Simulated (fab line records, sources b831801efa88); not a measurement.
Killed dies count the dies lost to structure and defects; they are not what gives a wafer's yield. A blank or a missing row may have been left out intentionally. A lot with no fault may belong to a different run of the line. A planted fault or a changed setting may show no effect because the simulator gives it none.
Struck lot and sound lot, side by side / flow sky130 / 20 out of 708 route steps
Sound: wafers L458.1, L458.2, L458.4. Wafers struck: L456.1, L456.2, L456.3. At the end, the cause is stated.
Per side, at each step with rows, come the tool, then ch with its chambers, and then its first start. Under that, the readings that differ: sound wafers / struck wafers / difference of the means / sigmas: that difference in standard deviations of wafers without a fault.
alike: a reading whose means differ by less than 2 such deviations, as well as words and numbers matching on both sides. not compared: withheld readings; readings where some wafer has no value; bounds like >300 that might hide an equal value; numbers whose values overlap and for which the record gives no deviation.
A row with sigmas, a row that says differs or no value, or rows on one side alone: a step with any of these is where the two part. Numbers that don't overlap but have no deviation are shown without sigmas and don't part them. A reading that every wafer of one side lacks parts them only if that side has two wafers or more.

SKY_RES_XHIGH_STRIP_08: strips in O2/N2.
  sound on plasma-asher-04 ch 0,1, day 33 01:53; struck on plasma-asher-04 ch 0,1, day 32 09:22
  alike: drypump-motor-current-A, oes-product-au, strip-time-to-endpoint-s
  not compared: rf-hours-counter-h
SKY_RES_XHIGH_TW_MEAS_09:
  sound on film-metro-01 at day 33 01:59; struck on film-metro-02 at day 32 09:28
  alike: RES_XHIGH_TW
then, 7 steps without rows for these wafers: SKY_SD_N_DEHYDRATE_00 (time 60 s); SKY_SD_N_HMDS_01 (prime time 60 s); SKY_SD_N_COAT_02 (resist thk 1140 nm); SKY_SD_N_SOFTBAKE_03 (time 60 s); SKY_SD_N_EXPOSE_04 (exposes mask NSDM, target cd 380 nm); SKY_SD_N_PEB_05; SKY_SD_N_DEVELOP_06 (develop time 60 s).
SKY_SD_N_CD_MEAS_07: the cd target is 380 nm.
  sound on cd-sem-01 at day 34 03:44; struck on cd-sem-02 at day 33 11:40
  alike: cd-nm
SKY_SD_N_OVL_MEAS_08:
  sound on overlay-02 at day 34 03:52; struck on overlay-02 at day 33 11:47
  alike: SD_N_OVL
then, 1 step without rows for these wafers: SKY_SD_N_IMPLANT_09.
SKY_SD_N_IMPLANT_10:
  sound on implanter-02 ch 0, day 34 04:03; struck on implanter-03 ch 0, day 33 11:58
reading=dose-ions-cm2; sound=1e+14 9.974e+13 9.992e+13; struck=3.859e+13 3.874e+13 3.857e+13; difference=-6.125e+13; sigmas=-99 or more
reading=faraday-current-uA; sound=539 517 525; struck=230 212 219; difference=-307; sigmas=-13
SKY_SD_N_STRIP_11: strips in O2/N2.
  sound on plasma-asher-03 ch 0,1, day 34 04:12; struck on plasma-asher-02 ch 0,1, day 33 12:07
reading=strip-time-to-endpoint-s (s); sound=22.54 22.57 22.58; struck=22.45 22.46 22.48; difference=-0.10; sigmas=-2
  alike: drypump-motor-current-A, oes-product-au
  not compared: rf-hours-counter-h
SKY_SD_N_TW_MEAS_12:
  sound on film-metro-02 at day 34 04:18; struck on film-metro-04 at day 33 12:13
reading=SD_N_TW; sound=3906 3888 3904; struck=4022 4032 4019; difference=+125; sigmas=+3
then, 1 step without rows for these wafers: SKY_SD_N_CLEAN_13 (cleans in SC1/SC2, time 150 s).
SKY_SD_N_RTA_14: time 2 s.
  sound on rtp-anneal-01 ch 0, day 34 04:25; struck on rtp-anneal-01 ch 0, day 33 12:19
  alike: lamp-power-pct, wafer_temp_C_max
SKY_SD_N_RS_MEAS_16: measurement is done with a four-point probe.
  sound on film-metro-04 at day 34 04:35; struck on film-metro-02 at day 33 12:56
reading=SD_N_RS (ohm/sq); sound=68.51 68.52 68.43; struck=69.96 70.08 69.79; difference=+1.46; sigmas=+13
  not compared: hold
SKY_SD_N_RS_MEAS_17: measurement is done with a four-point probe.
  sound on film-metro-04 at day 34 04:42; struck on film-metro-02 at day 33 17:52
reading=hold; sound=- - -; struck=await-dispo/4.8h/release await-dispo/4.8h/release await-dispo/4.8h/release; difference=no value on the sound wafers; sigmas=
  alike: SD_P_RS
-- a jump in the record: the struck wafers' starts before and after are 16 days apart (it breaks off in module SD_N and resumes in module PAD_OPEN, where the first step shown is number 708 of the route) --
SKY_PAD_OPEN_PROBE_99:
  sound on prober-02 at day 49 21:13; struck on prober-01 at day 49 17:11
reading=model.etest.res-ndiff.rs-ohm-sq; sound=123 122.6 122.1; struck=120.2 121.5 121.2; difference=-1.6; sigmas=
  alike: killed_at_M0_to_M3, killed_at_M4_up, killed-at-contacts, killed-at-front-end, killed-at-other, killed-dies, killed-open, killed-short

== WHERE THEY PART ==
At SKY_SD_N_IMPLANT_10 first; at SKY_SD_N_RS_MEAS_17 last (within this record only). Later steps at which nothing parts them and some readings are alike: SKY_PAD_OPEN_PROBE_99.

WHY: the cause the simulator had injected
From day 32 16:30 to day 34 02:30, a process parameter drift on implanter-03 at SKY_SD_N_IMPLANT_10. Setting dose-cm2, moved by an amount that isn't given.
